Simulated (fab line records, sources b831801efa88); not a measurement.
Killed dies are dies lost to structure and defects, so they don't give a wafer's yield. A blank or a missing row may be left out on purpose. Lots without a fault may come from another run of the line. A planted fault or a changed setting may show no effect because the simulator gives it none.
Chamber matching | flow sky130 | SKY_VIA3_CMP_02 on cmp-01: 4 sister chambers
The step polishes SiO2. 22 wafers are shown with their chamber, then 11 later ones without.

WAFERS WITH THEIR CHAMBER
wafer  | chamber | motor_current_A (A)
L074.1 | 0       | 15.2
L074.3 | 3       | 10.8
L074.4 | 2       | 11.1
L076.1 | 2       | 10.7
L076.2 | 1       | 11.9
L076.4 | 3       | 11.2
L077.4 | 0       | 15.5
L077.5 | 3       | 11.4
L077.6 | 0       | 14.5
L082.2 | 2       | 11.0
L082.5 | 3       | 11.0
L082.6 | 2       | 10.9
L087.3 | 1       | 12.3
L087.4 | 3       | 10.7
L087.6 | 1       | 12.0
L086.1 | 1       | 12.4
L086.4 | 3       | 11.5
L086.5 | 3       | 10.9
L089.1 | 0       | 14.4
L089.2 | 1       | 12.3
L089.5 | 2       | 10.7
L090.3 | 1       | 12.2

SIGNATURES (means of the wafers above)
reading         | chamber 0 | chamber 1 | chamber 2 | chamber 3 | scatter within a chamber
motor_current_A | 14.900    | 12.183    | 10.880    | 11.071    | 0.31
Rule: a wafer's distance from a chamber is the root of the sum, over the readings, of the square of ((its reading less the chamber's mean) divided by the reading's scatter). The wafer belongs to the nearest chamber; if the next one is less than 2 further off, it can't be placed. The scatter: the root of (the sum of the squares of (reading less its chamber's mean) over the shown wafers, divided by (wafers less chambers)).

WAFERS WITHOUT THEIR CHAMBER
wafer  | motor_current_A (A)
L090.4 | 11.6
L090.5 | 12.4
L092.1 | 11.3
L092.5 | 12.7
L092.6 | 14.6
L094.2 | 15.2
L094.3 | 12.1
L094.4 | 11.0
L095.1 | 11.4
L095.4 | 12.1
L095.5 | 11.6

WHICH CHAMBER EACH WENT THROUGH
wafer  | from the rows above          | in truth
L090.4 | can't be placed: 3 or 1 or 2 | 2
L090.5 | 1                            | 1
L092.1 | can't be placed: 3 or 2      | 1
L092.5 | 1                            | 1
L092.6 | 0                            | 0
L094.2 | 0                            | 0
L094.3 | 1                            | 1
L094.4 | can't be placed: 3 or 2      | 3
L095.1 | can't be placed: 3 or 2 or 1 | 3
L095.4 | 1                            | 1
L095.5 | can't be placed: 3 or 1 or 2 | 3
Placed correctly: 6 of 11. Can't be placed from these rows: 5 (the true chamber is among the candidates in 4). Placed wrongly: 0.
